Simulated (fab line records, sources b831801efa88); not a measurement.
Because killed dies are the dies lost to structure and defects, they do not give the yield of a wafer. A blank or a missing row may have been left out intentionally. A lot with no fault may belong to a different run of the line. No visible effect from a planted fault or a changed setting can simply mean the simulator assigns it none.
Shared-tool check :: flow gf180mcu :: Lots sampled 13, wafers sampled 39

== REASON FOR OPENING ==
GF_VT_IMPLANT_TW_MEAS_43, reading VT_IMPLANT_4_TW: flagged on 3 of 13 lots. Fault-free wafers read 694, with a standard deviation of 3.7.
Rule: flag the lot when none of its wafers has a number, or when each of its wafers that has one lies beyond 4 standard deviations from that mean. The rest of the lots are taken to be sound.

lot: L605
measured: day 7 10:39
on: film_metro-01
VT_IMPLANT_4_TW, wafer by wafer: 691 692 692
flag: 

lot: L608
measured: day 8 08:55
on: film_metro-01
VT_IMPLANT_4_TW, wafer by wafer: 692 695 689
flag: 

lot: L611
measured: day 9 03:34
on: film_metro-03
VT_IMPLANT_4_TW, wafer by wafer: 693 695 697
flag: 

lot: L614
measured: day 10 07:19
on: film_metro-01
VT_IMPLANT_4_TW, wafer by wafer: 694 699 697
flag: 

lot: L616
measured: day 10 16:29
on: film_metro-04
VT_IMPLANT_4_TW, wafer by wafer: 698 699 698
flag: 

lot: L615
measured: day 10 17:43
on: film_metro-04
VT_IMPLANT_4_TW, wafer by wafer: 694 697 697
flag: 

lot: L617
measured: day 11 00:47
on: film_metro-01
VT_IMPLANT_4_TW, wafer by wafer: 697 699 694
flag: 

lot: L619
measured: day 11 15:01
on: film_metro-03
VT_IMPLANT_4_TW, wafer by wafer: 703 699 700
flag: 

lot: L620
measured: day 11 23:07
on: film_metro-01
VT_IMPLANT_4_TW, wafer by wafer: 743 743 742
flag: FLAGGED

lot: L622
measured: day 12 12:23
on: film_metro-01
VT_IMPLANT_4_TW, wafer by wafer: 689 694 694
flag: 

lot: L623
measured: day 12 18:32
on: film_metro-01
VT_IMPLANT_4_TW, wafer by wafer: 744 744 740
flag: FLAGGED

lot: L624
measured: day 12 20:51
on: film_metro-03
VT_IMPLANT_4_TW, wafer by wafer: 753 752 744
flag: FLAGGED

lot: L627
measured: day 13 19:37
on: film_metro-01
VT_IMPLANT_4_TW, wafer by wafer: 688 692 693
flag: 
The numbers of the flagged lots are 745 on average: +51 against the usual, or +14 standard deviations.

== WHICH TOOL RAN EACH LOT ==
The record holds 2 process steps before the reading, out of a route of 602 steps. Cell contents, in order: the tool; ch with the chambers the sampled wafers went through; the start.
lot: L605
flag: 
GF_STI_CMP_25: cmp-02 ch 0,1, day 2 03:42
GF_VT_IMPLANT_IMPLANT_41: implanter-03 ch 0, day 7 10:24

lot: L608
flag: 
GF_STI_CMP_25: cmp-01 ch 0,2, day 2 20:11
GF_VT_IMPLANT_IMPLANT_41: implanter-03 ch 0, day 8 08:40

lot: L611
flag: 
GF_STI_CMP_25: cmp-01 ch 1,2,3, day 3 10:24
GF_VT_IMPLANT_IMPLANT_41: implanter-04 ch 0, day 9 03:20

lot: L614
flag: 
GF_STI_CMP_25: cmp-02 ch 2,3, day 4 05:02
GF_VT_IMPLANT_IMPLANT_41: implanter-03 ch 0, day 10 07:06

lot: L616
flag: 
GF_STI_CMP_25: cmp-02 ch 0,1,2, day 4 15:52
GF_VT_IMPLANT_IMPLANT_41: implanter-02 ch 0, day 10 16:17

lot: L615
flag: 
GF_STI_CMP_25: cmp-02 ch 1,2, day 4 11:46
GF_VT_IMPLANT_IMPLANT_41: implanter-04 ch 0, day 10 17:29

lot: L617
flag: 
GF_STI_CMP_25: cmp-02 ch 1,2,3, day 4 21:03
GF_VT_IMPLANT_IMPLANT_41: implanter-04 ch 0, day 11 00:34

lot: L619
flag: 
GF_STI_CMP_25: cmp-01 ch 1,2, day 5 07:42
GF_VT_IMPLANT_IMPLANT_41: implanter-03 ch 0, day 11 14:47

lot: L620
flag: FLAGGED
GF_STI_CMP_25: cmp-01 ch 0,1,3, day 5 13:25
GF_VT_IMPLANT_IMPLANT_41: implanter-03 ch 0, day 11 22:53

lot: L622
flag: 
GF_STI_CMP_25: cmp-02 ch 0,3, day 5 20:31
GF_VT_IMPLANT_IMPLANT_41: implanter-02 ch 0, day 12 12:10

lot: L623
flag: FLAGGED
GF_STI_CMP_25: cmp-01 ch 1,2,3, day 6 03:04
GF_VT_IMPLANT_IMPLANT_41: implanter-03 ch 0, day 12 18:17

lot: L624
flag: FLAGGED
GF_STI_CMP_25: cmp-01 ch 0,3, day 6 04:37
GF_VT_IMPLANT_IMPLANT_41: implanter-03 ch 0, day 12 20:36

lot: L627
flag: 
GF_STI_CMP_25: cmp-01 ch 2,3, day 6 23:11
GF_VT_IMPLANT_IMPLANT_41: implanter-04 ch 0, day 13 19:23
What these steps do:
- GF_STI_CMP_25: polishes, stops on Si3N4, t overpolish 33 s, target thk 524.6 nm.
- GF_VT_IMPLANT_IMPLANT_41
- GF_VT_IMPLANT_TW_MEAS_43

== FLAGGED AGAINST TOTAL, ONE TOOL AT A TIME (gauges that did the reading follow at the end) ==
step: GF_STI_CMP_25
tool: cmp-01
lots run: 7
flagged: 3
share of the flagged lots: all
sound lots run after its first flagged lot: 1 (L627)

step: GF_STI_CMP_25
tool: cmp-02
lots run: 6
flagged: 0
share of the flagged lots: none
sound lots run after its first flagged lot: -

step: GF_VT_IMPLANT_IMPLANT_41
tool: implanter-02
lots run: 2
flagged: 0
share of the flagged lots: none
sound lots run after its first flagged lot: -

step: GF_VT_IMPLANT_IMPLANT_41
tool: implanter-03
lots run: 7
flagged: 3
share of the flagged lots: all
sound lots run after its first flagged lot: 0

step: GF_VT_IMPLANT_IMPLANT_41
tool: implanter-04
lots run: 4
flagged: 0
share of the flagged lots: none
sound lots run after its first flagged lot: -

step: GF_VT_IMPLANT_TW_MEAS_43
tool: film_metro-01
lots run: 8
flagged: 2
share of the flagged lots: some
sound lots run after its first flagged lot: 2 (L622,L627)

step: GF_VT_IMPLANT_TW_MEAS_43
tool: film_metro-03
lots run: 3
flagged: 1
share of the flagged lots: some
sound lots run after its first flagged lot: 0

step: GF_VT_IMPLANT_TW_MEAS_43
tool: film_metro-04
lots run: 2
flagged: 0
share of the flagged lots: none
sound lots run after its first flagged lot: -

== THE TABLE: WHAT IT ALLOWS ==
In 2 table rows, all flagged lots were run: cmp-01 (GF_STI_CMP_25), implanter-03 (GF_VT_IMPLANT_IMPLANT_41).
- cmp-01 at GF_STI_CMP_25 ran 7 lots, 3 of them flagged. Sound lots ran on it after the first flagged one (L627), which a lasting fault on the whole tool wouldn't allow.
- implanter-03 at GF_VT_IMPLANT_IMPLANT_41 ran 7 lots, 3 of them flagged. A fault beginning between L619 (day 11 14:47), its last sound lot, and L620 (day 11 22:53), its first flagged one, fits the data. Its own readings lie more than 4 standard deviations out on every wafer of the flagged lots: beam_energy_keV.
Left over: one tool, implanter-03 at GF_VT_IMPLANT_IMPLANT_41.

== WHAT HAD BEEN PUT IN BY THE SIMULATOR ==
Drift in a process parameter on implanter-03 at GF_VT_IMPLANT_IMPLANT_41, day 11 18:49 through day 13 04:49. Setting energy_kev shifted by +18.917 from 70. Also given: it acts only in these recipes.
Struck lots among those shown: L620, L623, L624. Same finding as the rule above.
